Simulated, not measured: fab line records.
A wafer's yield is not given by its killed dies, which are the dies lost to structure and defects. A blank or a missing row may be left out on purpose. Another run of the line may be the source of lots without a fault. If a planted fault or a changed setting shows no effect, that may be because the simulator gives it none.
fab line records	flow sky130
record lots=6	wafers=18	lastDay=50
route steps=708 shown SPACER@306 POLY_CUT@307 SD_P@320 RES_XHIGH@332 SD_N@342 PAD_OPEN@708
lots with no fault: from the same line, run without faults
startH: hours from the record's first day to the start of the lot's first wafer shown	waitH: hours elapsed since this lot's preceding step	" repeats the value in the row above	L1.1+2: a single row standing in for several wafers	- either no value or no given start	* or withheld: withheld	< > ~ a bound
route shown NAME@n: a module of which the file shows steps, and the number in the route of the first	usual: average and standard deviation across the fault-free wafers	same: alike in all rows	chamber/n: place in a boat	sites: readings site by site	_std_site: how widely they spread, as a standard deviation	_edge_site: outer sites' mean less inner sites'	radiusMm: for every site, how far away it sits from the centre of the wafer	mask NAME#n: copy n	behind: tool/chamber where the wafer was last shaped	hold: why the lot was held/for how many hours/how that ended	device: the n, p or np transistor that did not switch	end of line: the same wafers' tests at the end of the route	a step without rows: its recipe alone	killed: at the first sort, the dies lost to defects and structure; wafer yield is something else	map: a wafer's dies, x killed, . not, _ none there
set.NAME: the setting the step ran with; set.NAME@STEP: the setting that earlier step ran with	model.NAME: the simulator's own value behind a step, which no gauge read
certain route steps with their lots: each step a table, each wafer a row
services: the hour from which a tool's chamber was out of use, counted from the record's first day as startH (under 0 if before that day), plus the number of hours and why
## steps
# step SKY_SPACER_ETCHBACK_02
# recipe chemistry=CH3F/O2	target=Si3N4	stopOn=SiO2	sourceW=400	biasW=80	pressureMtorr=25	ch3fFlowSccm=40	O2_flow_sccm=30	timeS=46.7	targetDepthA=450
# usual drypumpMotorCurrentA=5.8/0.57	oesProductAu=0.854/0.0071	throttleValvePct=10.563/0.0088
lot.wafer	tool	chamber	startH	waitH	drypumpMotorCurrentA	oesProductAu	rfHoursCounterH	throttleValvePct
L849.1	rieDiel-03	2	600.75	0.1	6.0	0.865	8	10.558
L849.3	"	1	"	"	6.0	0.866	18	10.567
L849.4	"	0	"	"	5.7	0.859	22	10.573
L853.1	rieDiel-03	3	629.24	0.1	6.3	0.863	1	10.572
L853.2	"	1	"	"	6.0	0.861	18	10.565
L853.6	"	0	"	"	5.7	0.860	-	10.563
L855.1	rieDiel-03	2	646.92	0.1	6.0	0.847	9	10.575
L855.2	"	1	"	"	6.0	0.861	19	10.568
L855.5	"	1	"	"	6.0	0.837	-	10.560
L861.1	rieDiel-02	1	703.75	0.1	6.5	0.847	9	10.544
L861.2	"	0	"	"	4.8	0.842	1	10.549
L861.5	"	1	"	"	6.5	0.845	-	10.555
L862.3	rieDiel-04	1	719.60	0.0	6.2	0.854	4	10.561
L862.4	"	0	"	"	5.7	0.853	1	10.565
L862.5	"	3	"	"	5.9	0.853	-	10.557
L864.1	rieDiel-02	3	739.24	0.1	4.7	0.850	0	10.560
L864.2	"	1	"	"	6.5	0.849	10	10.552
L864.4	"	0	"	"	4.8	0.861	-	10.565
# step SKY_POLY_CUT_DEHYDRATE_00
# recipe tempC=200	timeS=60
# step SKY_POLY_CUT_HMDS_01
# recipe primeTimeS=60	primeTempC=120
# step SKY_POLY_CUT_COAT_02
# recipe resist=BARC	tempC=withheld	timeS=withheld	spinRpm=3000	resistThkNm=60
# step SKY_POLY_CUT_COAT_03
# recipe resist=KrF-thick	spinRpm=3000	resistThkNm=450
# step SKY_POLY_CUT_SOFTBAKE_04
# recipe tempC=100	timeS=90	resist=KrF-thick
# step SKY_POLY_CUT_EXPOSE_05
# recipe maskId=NPCM	na=0.8	sourceShape=annular	sigmaInner=0.55	sigmaOuter=0.85	targetCdNm=270	doseMj=32
# step SKY_POLY_CUT_PEB_06
# recipe pebTempC=withheld	pebTimeS=withheld	resist=KrF-thick
# step SKY_POLY_CUT_DEVELOP_07
# recipe developTimeS=60	resist=KrF-thick	devTempC=21
# step SKY_POLY_CUT_CD_MEAS_08
# recipe targetCdNm=270
# usual cdNm=270.1/1.7
lot.wafer	tool	chamber	startH	waitH	cdNm
L849.1	cdSem-01	-	630.19	-	268.8
L849.3	"	-	"	"	270.2
L849.4	"	-	"	"	271.0
L853.1	cdSem-02	-	657.08	-	269.1
L853.2	"	-	"	"	270.0
L853.6	"	-	"	"	267.9
L855.1	cdSem-02	-	674.63	-	269.9
L855.2	"	-	"	"	268.4
L855.5	"	-	"	"	269.0
L861.1	cdSem-02	-	730.89	-	270.4
L861.2	"	-	"	"	271.5
L861.5	"	-	"	"	269.9
L862.3	cdSem-01	-	747.22	-	268.9
L862.4	"	-	"	"	268.9
L862.5	"	-	"	"	269.2
L864.1	cdSem-02	-	766.43	-	271.5
L864.2	"	-	"	"	271.6
L864.4	"	-	"	"	271.5
# step SKY_POLY_CUT_OVL_MEAS_09
# usual POLY_CUT_OVL=-2/5.4
lot.wafer	tool	chamber	startH	waitH	POLY_CUT_OVL[nm]
L849.1	overlay-02	-	630.31	0.1	-5
L849.3	"	-	"	"	-2
L849.4	"	-	"	"	-1
L853.1	overlay-01	-	657.20	0.1	-4
L853.2	"	-	"	"	0
L853.6	"	-	"	"	-2
L855.1	overlay-01	-	674.75	0.1	7
L855.2	"	-	"	"	-5
L855.5	"	-	"	"	1
L861.1	overlay-01	-	731.01	0.1	-3
L861.2	"	-	"	"	1
L861.5	"	-	"	"	3
L862.3	overlay-02	-	747.31	0.1	-4
L862.4	"	-	"	"	2
L862.5	"	-	"	"	2
L864.1	overlay-02	-	766.55	0.1	-4
L864.2	"	-	"	"	1
L864.4	"	-	"	"	1
# step SKY_POLY_CUT_ETCH_10
# recipe chemistry=N2/H2	target=BARC	ionEnergyEv=200	sourceW=500	biasW=100	pressureMtorr=30	n2FlowSccm=100	h2FlowSccm=200	stopOn=SiO2	timeS=45.9	targetDepthA=600
# usual drypumpMotorCurrentA=5.7/0.51	oesProductAu=0.855/0.0049	throttleValvePct=13.225/0.0095
lot.wafer	tool	chamber	startH	waitH	drypumpMotorCurrentA	oesProductAu	rfHoursCounterH	throttleValvePct
L849.1	rieDiel-02	3	630.35	0.0	4.7	0.861	50	13.237
L849.3	"	1	"	"	6.5	0.861	8	13.217
L849.4	"	1	"	"	6.5	0.857	-	13.213
L853.1	rieDiel-01	2	657.23	0.0	5.4	0.856	55	13.221
L853.2	"	0	"	"	5.9	0.842	56	13.228
L853.6	"	1	"	"	5.6	0.843	-	13.234
L855.1	rieDiel-01	2	674.79	0.0	5.4	0.858	55	13.218
L855.2	"	0	"	"	5.9	0.862	56	13.230
L855.5	"	1	"	"	5.6	0.854	-	13.211
L861.1	rieDiel-02	3	731.05	0.0	4.7	0.853	0	13.234
L861.2	"	1	"	"	6.5	0.852	10	13.213
L861.5	"	1	"	"	6.5	0.849	-	13.236
L862.3	rieDiel-01	0	747.33	0.0	5.9	0.857	1	13.237
L862.4	"	2	"	"	5.4	0.859	-	13.219
L862.5	"	1	"	"	5.6	0.863	-	13.225
L864.1	rieDiel-03	1	766.58	0.0	6.0	0.860	21	13.224
L864.2	"	0	"	"	5.7	0.855	26	13.231
L864.4	"	2	"	"	6.0	0.854	-	13.214
# step SKY_POLY_CUT_ETCH_11
# recipe target=Si3N4	chemistry=CF4/CH2F2/Ar	stopOn=poly-Si	sourceW=600	biasW=155.1	pressureMtorr=40	cf4FlowSccm=40	ch2f2FlowSccm=20	Ar_flow_sccm=150	timeS=42.5	targetDepthA=600
# usual drypumpMotorCurrentA=5.7/0.51	oesProductAu=0.832/0.0064	throttleValvePct=14.995/0.0093
lot.wafer	tool	chamber	startH	waitH	drypumpMotorCurrentA	oesProductAu	rfHoursCounterH	throttleValvePct
L849.1	rieDiel-02	3	630.39	0.0	4.7	0.838	50	14.997
L849.3	"	1	"	"	6.5	0.837	8	14.993
L849.4	"	1	"	"	6.5	0.827	-	14.992
L853.1	rieDiel-01	2	657.28	0.0	5.4	0.825	55	14.988
L853.2	"	0	"	"	5.9	0.829	56	14.992
L853.6	"	1	"	"	5.6	0.842	-	15.001
L855.1	rieDiel-01	2	674.83	0.0	5.5	0.834	55	14.997
L855.2	"	0	"	"	5.9	0.827	56	14.994
L855.5	"	1	"	"	5.6	0.825	-	14.992
L861.1	rieDiel-02	3	731.09	0.0	4.7	0.825	0	14.993
L861.2	"	1	"	"	6.5	0.830	10	15.005
L861.5	"	1	"	"	6.5	0.834	-	14.980
L862.3	rieDiel-01	0	747.38	0.0	6.0	0.833	1	14.992
L862.4	"	2	"	"	5.4	0.827	-	14.993
L862.5	"	1	"	"	5.6	0.821	-	15.013
L864.1	rieDiel-03	1	766.63	0.0	6.0	0.835	21	14.998
L864.2	"	0	"	"	5.7	0.838	26	14.994
L864.4	"	2	"	"	6.0	0.840	-	14.984
# step SKY_POLY_CUT_STRIP_12
# recipe chemistry=O2/N2	powerW=1400	pressureMtorr=1500	platenTempC=withheld	o2FlowSccm=3000	n2FlowSccm=300	overashFraction=0.5
# usual drypumpMotorCurrentA=5.4/0.47	oesProductAu=0.452/0.0042	stripTimeToEndpointS=5.353/0.018
lot.wafer	tool	chamber	startH	waitH	drypumpMotorCurrentA	oesProductAu	rfHoursCounterH	stripTimeToEndpointS
L849.1	plasmaAsher-04	1	630.43	0.0	5.2	0.452	83	5.345
L849.3	"	1	"	"	5.2	0.447	-	5.328
L849.4	"	0	"	"	5.0	0.455	-	5.334
L853.1	plasmaAsher-03	0	657.32	0.0	5.2	0.455	94	5.373
L853.2	"	1	"	"	6.1	0.451	94	5.376
L853.6	"	1	"	"	6.1	0.455	-	5.355
L855.1	plasmaAsher-04	1	674.87	0.0	5.2	0.445	86	5.365
L855.2	"	0	"	"	5.0	0.448	86	5.359
L855.5	"	0	"	"	5.0	0.447	-	5.367
L861.1	plasmaAsher-02	1	731.13	0.0	6.1	0.452	60	5.349
L861.2	"	0	"	"	5.0	0.454	60	5.366
L861.5	"	1	"	"	6.1	0.456	-	5.352
L862.3	plasmaAsher-04	0	747.45	0.1	5.0	0.451	-	5.344
L862.4	"	1	"	"	5.2	0.448	-	5.366
L862.5	"	1	"	"	5.2	0.456	-	5.358
L864.1	plasmaAsher-02	1	766.67	0.0	6.1	0.448	63	5.331
L864.2	"	0	"	"	5.0	0.444	63	5.323
L864.4	"	0	"	"	5.0	0.455	-	5.329
# step SKY_SD_P_DEHYDRATE_00
# recipe tempC=200	timeS=60
# step SKY_SD_P_HMDS_01
# recipe primeTimeS=60	primeTempC=120
# step SKY_SD_P_COAT_02
# recipe resist=NOVOLAK	spinRpm=3000	resistThkNm=1140
# step SKY_SD_P_SOFTBAKE_03
# recipe tempC=90	timeS=60	resist=NOVOLAK
# step SKY_SD_P_EXPOSE_04
# recipe maskId=PSDM	na=0.6	sourceShape=conventional	sigmaOuter=0.6	polarization=unpolarized	targetCdNm=380	doseMj=138
# step SKY_SD_P_PEB_05
# recipe tempC=withheld	timeS=*	resist=NOVOLAK
# step SKY_SD_P_DEVELOP_06
# recipe resist=NOVOLAK	developer=TMAH	developTimeS=60	devTempC=23
# step SKY_SD_P_CD_MEAS_07
# recipe targetCdNm=380
# usual cdNm=379.3/2.6
lot.wafer	tool	chamber	startH	waitH	cdNm
L849.1	cdSem-02	-	658.24	0.1	376.3
L849.3	"	-	"	"	376.7
L849.4	"	-	"	"	375.6
L853.1	cdSem-02	-	684.84	0.1	381.6
L853.2	"	-	"	"	380.6
L853.6	"	-	"	"	382.6
L855.1	cdSem-01	-	702.88	0.1	380.5
L855.2	"	-	"	"	383.4
L855.5	"	-	"	"	381.1
L861.1	cdSem-01	-	758.45	0.2	378.4
L861.2	"	-	"	"	379.6
L861.5	"	-	"	"	379.3
L862.3	cdSem-02	-	774.68	0.1	379.3
L862.4	"	-	"	"	380.9
L862.5	"	-	"	"	380.6
L864.1	cdSem-02	-	792.83	0.1	376.0
L864.2	"	-	"	"	377.3
L864.4	"	-	"	"	375.8
# step SKY_SD_P_OVL_MEAS_08
# usual SD_P_OVL=0.8/1.3
lot.wafer	tool	chamber	startH	waitH	SD_P_OVL[nm]
L849.1	overlay-01	-	658.36	0.1	1.2
L849.3	"	-	"	"	1.1
L849.4	"	-	"	"	0.9
L853.1	overlay-01	-	684.96	0.1	1.5
L853.2	"	-	"	"	3.3
L853.6	"	-	"	"	0.7
L855.1	overlay-01	-	703.00	0.1	-0.7
L855.2	"	-	"	"	-0.3
L855.5	"	-	"	"	-0.2
L861.1	overlay-01	-	758.57	0.1	1.3
L861.2	"	-	"	"	0.9
L861.5	"	-	"	"	-0.1
L862.3	overlay-01	-	774.77	0.1	0.2
L862.4	"	-	"	"	2.5
L862.5	"	-	"	"	1.4
L864.1	overlay-02	-	792.95	0.1	2.0
L864.2	"	-	"	"	3.0
L864.4	"	-	"	"	3.3
# step SKY_SD_P_IMPLANT_09
# recipe species=BF2	energyKev=20	doseCm2=3e+15	tiltDeg=0
# step SKY_SD_P_STRIP_10
# recipe chemistry=O2/N2	powerW=1400	pressureMtorr=1500	platenTempC=withheld	o2FlowSccm=3000	n2FlowSccm=300	overashFraction=0.5
# usual drypumpMotorCurrentA=5.5/0.49	oesProductAu=0.618/0.0046	stripTimeToEndpointS=17.49/0.056
lot.wafer	tool	chamber	startH	waitH	drypumpMotorCurrentA	oesProductAu	rfHoursCounterH	stripTimeToEndpointS
L849.1	plasmaAsher-01	1	658.55	0.1	5.7	0.617	24	17.51
L849.3	"	1	"	"	5.7	0.626	-	17.56
L849.4	"	0	"	"	6.3	0.613	-	17.54
L853.1	plasmaAsher-01	0	685.15	0.1	6.3	0.617	26	17.51
L853.2	"	1	"	"	5.7	0.624	26	17.53
L853.6	"	1	"	"	5.7	0.615	-	17.55
L855.1	plasmaAsher-03	0	703.19	0.1	5.2	0.620	99	17.49
L855.2	"	1	"	"	6.1	0.626	99	17.44
L855.5	"	0	"	"	5.2	0.620	-	17.47
L861.1	plasmaAsher-01	1	758.75	0.1	5.6	0.614	34	17.40
L861.2	"	0	"	"	6.3	0.610	34	17.46
L861.5	"	0	"	"	6.3	0.621	-	17.44
L862.3	plasmaAsher-04	1	774.98	0.1	5.2	0.616	-	17.44
L862.4	"	0	"	"	5.0	0.620	-	17.40
L862.5	"	0	"	"	5.0	0.616	-	17.40
L864.1	plasmaAsher-01	0	793.14	0.1	6.3	0.615	37	17.59
L864.2	"	1	"	"	5.7	0.616	37	17.59
L864.4	"	1	"	"	5.6	0.609	-	17.61
# step SKY_SD_P_TW_MEAS_11
# usual SD_P_TW=2833/45
lot.wafer	tool	chamber	startH	waitH	SD_P_TW
L849.1	filmMetro-01	-	658.65	0.1	2897
L849.3	"	-	"	"	2889
L849.4	"	-	"	"	2894
L853.1	filmMetro-01	-	685.25	0.1	2875
L853.2	"	-	"	"	2887
L853.6	"	-	"	"	2884
L855.1	filmMetro-01	-	703.29	0.1	2872
L855.2	"	-	"	"	2868
L855.5	"	-	"	"	2877
L861.1	filmMetro-04	-	758.85	0.1	2849
L861.2	"	-	"	"	2846
L861.5	"	-	"	"	2831
L862.3	filmMetro-01	-	775.07	0.1	2872
L862.4	"	-	"	"	2885
L862.5	"	-	"	"	2868
L864.1	filmMetro-01	-	793.24	0.1	2874
L864.2	"	-	"	"	2878
L864.4	"	-	"	"	2881
# step SKY_RES_XHIGH_DEHYDRATE_00
# recipe tempC=200	timeS=60
# step SKY_RES_XHIGH_HMDS_01
# recipe primeTimeS=60	primeTempC=120
# step SKY_RES_XHIGH_COAT_02
# recipe resist=NOVOLAK	spinRpm=3000	resistThkNm=1140
# step SKY_RES_XHIGH_SOFTBAKE_03
# recipe tempC=90	timeS=61.26	resist=NOVOLAK
# usual chillPlateTempC=23.00/0.11	plateSensorTCentreC=90.756/0.01	plateSensorTEdgeC=90.829/0.01	resistLineTempC=22.98/0.11
lot.wafer	tool	chamber	startH	waitH	chillPlateTempC	plateSensorTCentreC	plateSensorTEdgeC	resistLineTempC
L849.1	lithoTrack-02	0	672.43	0.1	23.13	90.768	90.813	23.17
L849.3	"	0	"	"	23.06	90.771	90.832	23.05
L849.4	"	0	"	"	23.02	90.752	90.826	23.17
L853.1	lithoTrack-02	0	698.43	0.1	23.09	90.742	90.813	22.92
L853.2	"	0	"	"	23.11	90.753	90.831	22.79
L853.6	"	0	"	"	23.06	90.765	90.827	23.01
L855.1	lithoTrack-01	0	716.78	0.1	22.85	90.752	90.840	22.82
L855.2	"	0	"	"	23.13	90.745	90.824	22.88
L855.5	"	0	"	"	23.03	90.757	90.835	22.85
L861.1	lithoTrack-01	0	772.58	0.1	22.85	90.756	90.832	23.17
L861.2	"	0	"	"	22.99	90.756	90.844	23.03
L861.5	"	0	"	"	22.92	90.767	90.844	22.95
L862.3	lithoTrack-01	0	788.18	0.1	22.97	90.746	90.813	22.97
L862.4	"	0	"	"	23.08	90.765	90.840	23.13
L862.5	"	0	"	"	23.05	90.752	90.835	22.95
L864.1	lithoTrack-03	0	806.03	0.1	22.98	90.754	90.828	22.90
L864.2	"	0	"	"	22.87	90.759	90.838	23.07
L864.4	"	0	"	"	22.96	90.773	90.836	23.06
# step SKY_RES_XHIGH_EXPOSE_04
# recipe maskId=URPM	na=0.6	sourceShape=conventional	sigmaOuter=0.6	polarization=unpolarized	targetCdNm=1270	doseMj=140
# step SKY_RES_XHIGH_PEB_05
# recipe tempC=withheld	timeS=*	resist=NOVOLAK
# step SKY_RES_XHIGH_DEVELOP_06
# recipe resist=NOVOLAK	developer=TMAH	developTimeS=60	devTempC=23
# step SKY_RES_XHIGH_IMPLANT_07
# recipe species=BF2	energyKev=20	doseCm2=3.6e+14	tiltDeg=0
# step SKY_RES_XHIGH_STRIP_08
# recipe chemistry=O2/N2	powerW=1400	pressureMtorr=1500	platenTempC=withheld	o2FlowSccm=3000	n2FlowSccm=300	overashFraction=0.5
# step SKY_RES_XHIGH_TW_MEAS_09
# usual RES_XHIGH_TW=1654/20
lot.wafer	tool	chamber	startH	waitH	RES_XHIGH_TW
L849.1	filmMetro-01	-	687.03	0.1	1681
L849.3	"	-	"	"	1667
L849.4	"	-	"	"	1652
L853.1	filmMetro-03	-	712.68	0.1	1622
L853.2	"	-	"	"	1610
L853.6	"	-	"	"	1607
L855.1	filmMetro-04	-	730.18	0.1	1644
L855.2	"	-	"	"	1637
L855.5	"	-	"	"	1645
L861.1	filmMetro-04	-	786.28	0.1	1653
L861.2	"	-	"	"	1657
L861.5	"	-	"	"	1647
L862.3	filmMetro-01	-	801.60	0.1	1669
L862.4	"	-	"	"	1668
L862.5	"	-	"	"	1664
L864.1	filmMetro-01	-	818.78	0.1	1667
L864.2	"	-	"	"	1661
L864.4	"	-	"	"	1670
# step SKY_SD_N_DEHYDRATE_00
# recipe tempC=200	timeS=60
# step SKY_SD_N_HMDS_01
# recipe primeTimeS=60	primeTempC=120
# step SKY_SD_N_COAT_02
# recipe resist=NOVOLAK	spinRpm=3000	resistThkNm=1140
# step SKY_SD_N_SOFTBAKE_03
# recipe tempC=90	timeS=60	resist=NOVOLAK
# step SKY_SD_N_EXPOSE_04
# recipe maskId=NSDM	na=0.6	sourceShape=conventional	sigmaOuter=0.6	polarization=unpolarized	targetCdNm=380	doseMj=141
# step SKY_SD_N_PEB_05
# recipe tempC=withheld	timeS=*	resist=NOVOLAK
# step SKY_PAD_OPEN_PROBE_99
# usual killed_at_M0_to_M3=45/6.8	killed_at_M4_up=3.1/2	killedAtContacts=23/5.2	killedAtFrontEnd=14/3.7	killedAtOther=0.3/0.61	killedDies=86/9	killedOpen=46/6.9	killedShort=39/6.4
# same grossDies=492	killedAtBackSide=0
lot.wafer	tool	chamber	startH	waitH	killed_at_M0_to_M3	killed_at_M4_up	killedAtContacts	killedAtFrontEnd	killedAtOther	killedDies	killedOpen	killedShort	model.etest.liconPoly.rcOhm
L849.1	prober-01	-	1120.81	0.1	44	1	18	13	0	76	51	25	151.5
L849.3	prober-01	-	1120.91	0.2	40	1	23	17	0	81	38	43	154
L849.4	prober-01	-	1120.96	0.2	42	1	26	15	2	86	44	42	146.2
L853.1	prober-01	-	1141.25	0.1	36	4	24	17	0	81	37	43	159.9
L853.2	prober-01	-	1141.30	0.1	42	4	21	11	1	79	41	38	153.3
L853.6	prober-01	-	1141.50	0.2	45	3	23	12	1	84	34	50	157.7
L855.1	prober-01	-	1153.76	0.1	52	2	16	19	0	89	50	39	165.6
L855.2	prober-01	-	1153.81	0.1	52	3	23	12	0	90	38	52	159.4
L855.5	prober-01	-	1153.96	0.2	46	3	26	16	1	92	50	41	155
L861.1	prober-01	-	1187.63	0.1	45	2	19	20	0	86	48	38	155.3
L861.2	prober-01	-	1187.68	0.1	44	9	32	19	1	105	49	56	163
L861.5	prober-01	-	1187.83	0.2	55	10	26	10	0	101	51	50	152.9
L862.3	prober-01	-	1199.77	0.2	43	4	21	13	1	82	36	46	150.5
L862.4	prober-01	-	1199.82	0.2	44	2	22	16	0	84	44	40	165.8
L862.5	prober-01	-	1199.87	0.2	38	5	14	9	0	66	36	30	158.7
L864.1	prober-02	-	1209.11	0.1	41	5	21	12	1	80	44	36	146.1
L864.2	prober-02	-	1209.16	0.1	45	4	27	13	0	89	57	31	153.9
L864.4	prober-02	-	1209.26	0.2	57	4	25	16	0	102	49	52	146
# killed by level:class
L849.1 VIA1:geometricParticle:open=13 VIA2:geometricParticle:open=9 CONTACT:geometricParticle:open=6 VIA3:geometricParticle:open=5 FIELD_ISO:geometricParticle:open=4 LI_CONTACT:geometricParticle:open=4 VIA2:geometricParticle:short=4 FIELD_ISO:geometricParticle:short=3
L849.3 VIA1:geometricParticle:open=7 POLY_GATE:geometricParticle:short=6 LI_CONTACT:geometricParticle:open=6 CONTACT:geometricParticle:open=6 METAL1:geometricParticle:short=6 METAL2:geometricParticle:short=6 VIA2:geometricParticle:open=6 FIELD_ISO:geometricParticle:short=4
L849.4 CONTACT:geometricParticle:open=13 VIA1:geometricParticle:open=7 FIELD_ISO:geometricParticle:short=6 VIA2:geometricParticle:open=6 VIA1:geometricParticle:short=6 VIA3:geometricParticle:open=6 LOCAL_INTERCONNECT:geometricParticle:short=5 METAL2:geometricParticle:short=5
L853.1 CONTACT:geometricParticle:open=9 VIA2:geometricParticle:open=8 FIELD_ISO:geometricParticle:short=6 LI_CONTACT:geometricParticle:open=6 CONTACT:geometricParticle:short=6 VIA1:geometricParticle:open=6 VIA1:geometricParticle:short=5 POLY_GATE:geometricParticle:short=5
L853.2 VIA1:geometricParticle:open=11 METAL2:geometricParticle:short=7 CONTACT:geometricParticle:open=6 VIA2:geometricParticle:open=6 FIELD_ISO:geometricParticle:short=5 LI_CONTACT:geometricParticle:open=5 VIA1:geometricParticle:short=5 LOCAL_INTERCONNECT:geometricParticle:short=4
L853.6 METAL1:geometricParticle:short=11 CONTACT:geometricParticle:short=7 LI_CONTACT:geometricParticle:open=7 VIA1:geometricParticle:open=7 VIA1:geometricParticle:short=6 METAL2:geometricParticle:short=6 LOCAL_INTERCONNECT:geometricParticle:short=5 FIELD_ISO:geometricParticle:open=4
L855.1 VIA3:geometricParticle:open=9 VIA1:geometricParticle:open=8 CONTACT:geometricParticle:open=7 VIA2:geometricParticle:open=7 FIELD_ISO:geometricParticle:short=5 METAL2:geometricParticle:short=5 METAL3:geometricParticle:short=5 FIELD_ISO:geometricParticle:open=4
L855.2 VIA1:geometricParticle:open=12 VIA1:geometricParticle:short=11 CONTACT:geometricParticle:open=8 METAL1:geometricParticle:short=8 LOCAL_INTERCONNECT:geometricParticle:short=7 VIA3:geometricParticle:open=5 LI_CONTACT:geometricParticle:open=4 VIA2:geometricParticle:open=4
L855.5 VIA1:geometricParticle:open=12 CONTACT:geometricParticle:open=8 VIA2:geometricParticle:open=8 CONTACT:geometricParticle:short=7 METAL1:geometricParticle:short=7 VIA3:geometricParticle:open=7 METAL2:geometricParticle:short=6 FIELD_ISO:geometricParticle:short=5
L861.1 METAL2:geometricParticle:short=10 VIA1:geometricParticle:open=9 CONTACT:geometricParticle:open=8 FIELD_ISO:geometricParticle:open=6 POLY_GATE:geometricParticle:open=6 LI_CONTACT:geometricParticle:short=5 VIA2:geometricParticle:open=5 METAL1:geometricParticle:short=4
L861.2 CONTACT:geometricParticle:open=10 VIA1:geometricParticle:open=8 METAL2:geometricParticle:short=8 LI_CONTACT:geometricParticle:open=7 METAL4:geometricParticle:short=7 FIELD_ISO:geometricParticle:short=6 POLY_GATE:geometricParticle:short=6 VIA2:geometricParticle:open=6
L861.5 VIA1:geometricParticle:open=13 VIA2:geometricParticle:open=9 VIA1:geometricParticle:short=8 METAL4:geometricParticle:short=7 CONTACT:geometricParticle:short=6 LI_CONTACT:geometricParticle:open=6 CONTACT:geometricParticle:open=6 VIA3:geometricParticle:open=6
L862.3 LI_CONTACT:geometricParticle:open=12 VIA1:geometricParticle:open=8 VIA1:geometricParticle:short=7 FIELD_ISO:geometricParticle:short=4 POLY_GATE:geometricParticle:short=4 METAL1:geometricParticle:short=4 METAL1:geometricParticle:open=4 VIA3:geometricParticle:short=4
L862.4 VIA1:geometricParticle:open=12 VIA2:geometricParticle:open=8 VIA1:geometricParticle:short=7 LI_CONTACT:geometricParticle:open=6 CONTACT:geometricParticle:open=6 METAL1:geometricParticle:short=6 FIELD_ISO:geometricParticle:short=4 LOCAL_INTERCONNECT:geometricParticle:short=4
L862.5 VIA1:geometricParticle:open=7 VIA3:geometricParticle:open=6 VIA1:geometricParticle:short=6 VIA2:geometricParticle:open=6 METAL4:geometricParticle:short=4 FIELD_ISO:geometricParticle:open=4 LI_CONTACT:geometricParticle:open=4 CONTACT:geometricParticle:open=4
L864.1 LI_CONTACT:geometricParticle:open=12 VIA3:geometricParticle:open=10 VIA2:geometricParticle:short=7 VIA1:geometricParticle:open=7 VIA3:geometricParticle:short=5 CONTACT:geometricParticle:open=4 METAL2:geometricParticle:short=4 FIELD_ISO:geometricParticle:open=3
L864.2 VIA3:geometricParticle:open=12 CONTACT:geometricParticle:open=11 VIA1:geometricParticle:open=11 FIELD_ISO:geometricParticle:open=6 LI_CONTACT:geometricParticle:open=6 LOCAL_INTERCONNECT:geometricParticle:short=5 VIA1:geometricParticle:short=5 VIA2:geometricParticle:open=5
L864.4 METAL2:geometricParticle:short=11 VIA1:geometricParticle:open=10 VIA2:geometricParticle:open=9 CONTACT:geometricParticle:open=8 VIA3:geometricParticle:open=7 FIELD_ISO:geometricParticle:short=5 LI_CONTACT:geometricParticle:open=5 LI_CONTACT:geometricParticle:short=5
## services
tool	chamber	startH	hours	kind
plasmaAsher-04	-	578.99	1.3	repair
rieDiel-02	3	579.74	8.3	repair
plasmaAsher-02	-	581.25	0.8	repair
rieDiel-02	0	587.65	8.8	repair
plasmaAsher-02	-	589.04	14.1	repair
rieDiel-01	0	628.81	6.0	repair
plasmaAsher-04	-	629.67	0.7	repair
rieDiel-01	3	635.22	10.7	repair
plasmaAsher-04	-	646.79	14.6	pm
rieDiel-03	1	654.45	6.3	repair
rieDiel-02	1	690.14	5.1	repair
rieDiel-03	2	698.71	11.2	repair
rieDiel-03	1	704.00	3.0	repair
rieDiel-03	0	720.43	1.3	repair
rieDiel-01	3	725.85	23.6	repair
rieDiel-01	2	730.21	7.1	repair
plasmaAsher-03	-	733.75	9.0	pm
rieDiel-02	-	738.15	0.9	repair
rieDiel-03	1	754.00	4.3	repair
rieDiel-02	1	754.77	3.0	repair
rieDiel-01	2	761.54	5.8	repair
rieDiel-03	3	764.24	5.9	repair
rieDiel-03	-	777.37	1.0	repair
plasmaAsher-03	-	799.04	25.4	pm
## key
firstSign none at tools or gauges
modelEffect step=SKY_PAD_OPEN_PROBE_99	value=etest.liconPoly.rcOhm	without=150.7	struck=158.5
metAt SKY_POLY_CUT_ETCH_11
struckWafers L853.1,L853.2,L853.6,L855.1,L855.2,L855.5
testerLeftOut L853,L855
alsoFits SKY_SPACER_ETCHBACK_02:rieDiel-03
fault kind=processParameterDrift	tool=rieDiel-01	chamber=-	onsetH=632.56	steps=SKY_POLY_CUT_ETCH_11	channel=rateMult	offset=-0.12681	shape=step	endH=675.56
# testerLeftOut: of these lots the tester's yield and bins aren't shown, on N5 and GAA mostly nor the transistor test; their killed dies are dies lost to structure and defects alone, not to doping, threshold or leakage, so they don't give the yield
